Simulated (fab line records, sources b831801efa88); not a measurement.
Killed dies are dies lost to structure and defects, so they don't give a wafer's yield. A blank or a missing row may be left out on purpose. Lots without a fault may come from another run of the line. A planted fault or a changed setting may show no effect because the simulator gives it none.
A struck lot beside a sound one | flow sky130 | 20 steps out of a route of 708
Sound: wafers L345.2, L345.3, L345.6. Struck: wafers L354.1, L354.3, L354.5. The cause comes at the end.
At each step with rows: each side's tool, then ch and its chambers, then its first start. Under that, the readings that differ: sound wafers | struck wafers | difference of the means | sigmas: that difference in standard deviations of wafers without a fault.
alike: readings whose means differ by less than 2 such deviations, and words and numbers that are the same on both sides. not compared: withheld readings, readings that some wafer has no value for, bounds like >300 that may hide the same value, and numbers for which the record gives no deviation and whose values overlap.
The two part at a step that has a row with sigmas, a row that says differs or no value, or rows on one side only. Numbers that don't overlap but have no deviation are shown without sigmas and don't part them. A reading that every wafer of one side lacks parts them only if that side has two wafers or more.

first, 1 step without rows for these wafers: SKY_SONOS_ONO_DEVELOP_12 (develop time 60 s).
SKY_SONOS_ONO_CD_MEAS_13: target cd 410 nm.
  sound on cd_sem-01, day 13 18:19; struck on cd_sem-01, day 16 00:47
  alike: cd_nm
SKY_SONOS_ONO_OVL_MEAS_14:
  sound on overlay-02, day 13 18:25; struck on overlay-02, day 16 00:55
  alike: SONOS_ONO_OVL
SKY_SONOS_ONO_ETCH_15: etches the open film in CHF3/O2, target depth 19.52 nm, time 7.8 s.
  sound on rie_diel-04 ch 1,2, day 13 18:26; struck on rie_diel-01 ch 0,2,3, day 16 00:56
  alike: chamber_pressure_mTorr, drypump_motor_current_A, oes_product_au, throttle_valve_pct
  not compared: rf_hours_counter_h
then, 1 step without rows for these wafers: SKY_SONOS_ONO_WET_ETCH_16 (etches SiO2 in dHF, target depth 14 nm, time 280 s).
SKY_SONOS_ONO_STRIP_17: strips in O2/N2.
  sound on plasma_asher-03 ch 0,1, day 13 18:33; struck on plasma_asher-01 ch 1, day 16 01:04
  alike: chamber_pressure_mTorr, drypump_motor_current_A, n2_flow_sccm, oes_product_au, strip_time_to_endpoint_s
  not compared: rf_hours_counter_h
then, 3 steps without rows for these wafers: SKY_SONOS_ONO_WET_ETCH_18 (etches Si3N4 in H3PO4, target depth 15 nm, time 172 s); SKY_GATE_OXIDE_CLEAN_00 (cleans in SC1/SC2, time 150 s); SKY_GATE_OXIDE_OXIDATION_01 (stabilise 600 s, purge 300 s, target thk 10.268 nm).
SKY_GATE_OXIDE_THK_MEAS_02:
  sound on film_metro-03, day 13 20:52; struck on film_metro-04, day 16 03:20
  alike: GATE_OXIDE_OXIDATION_00_THK
then, 2 steps without rows for these wafers: SKY_GATE_OXIDE_DEHYDRATE_03 (time 60 s); SKY_GATE_OXIDE_HMDS_04 (prime time 60 s).
SKY_GATE_OXIDE_COAT_05: resist thk 1140 nm.
  sound on litho_track-02 ch 0, day 14 08:37; struck on litho_track-01, day 16 17:23
  no value came back on the struck wafers for chill_plate_temp_C (C), dispense_pressure_kPa (kPa); on the sound wafers chill_plate_temp_C (C) reads 23.14 23.02 23.01
then, 4 steps without rows for these wafers: SKY_GATE_OXIDE_SOFTBAKE_06 (time 60 s); SKY_GATE_OXIDE_EXPOSE_07 (exposes mask LVOM, target cd 600 nm); SKY_GATE_OXIDE_PEB_08; SKY_GATE_OXIDE_DEVELOP_09 (develop time 60 s).
SKY_GATE_OXIDE_OVL_MEAS_10:
  sound on overlay-01, day 14 21:53; struck on overlay-01, day 17 08:07
  reading             | sound       | struck | difference                    | sigmas
  GATE_OXIDE_OVL (nm) | 2.0 1.3 1.5 | - - -  | no value on the struck wafers |
then, 1 step without rows for these wafers: SKY_GATE_OXIDE_IMPLANT_11.
-- the record jumps here: 31 days lie between the struck wafers' starts before and after (it left off in module GATE_OXIDE and takes up again in module PAD_OPEN, whose first step shown is number 708 of the route) --
SKY_PAD_OPEN_PROBE_99:
  sound on prober-02, day 46 23:14; struck on prober-02, day 48 18:31
  reading             | sound    | struck                                                               | difference                   | sigmas
  hold                | - - -    | await_dispo/4.2h/scrap await_dispo/4.2h/scrap await_dispo/4.2h/scrap | no value on the sound wafers |
  killed_at_front_end | 18 14 13 | 418 408 430                                                          | +404                         | +90
  killed_dies         | 77 80 78 | 492 492 492                                                          | +414                         | +46
  killed_on_rim       | 16 14 12 | 96 96 96                                                             | +82                          | +22
  alike: killed_at_M0_to_M3, killed_at_M4_up, killed_at_contacts, killed_at_other, killed_open, killed_short

WHERE THEY PART
First at SKY_GATE_OXIDE_COAT_05; last, within this record, at SKY_PAD_OPEN_PROBE_99.

WHY: what the simulator had put in
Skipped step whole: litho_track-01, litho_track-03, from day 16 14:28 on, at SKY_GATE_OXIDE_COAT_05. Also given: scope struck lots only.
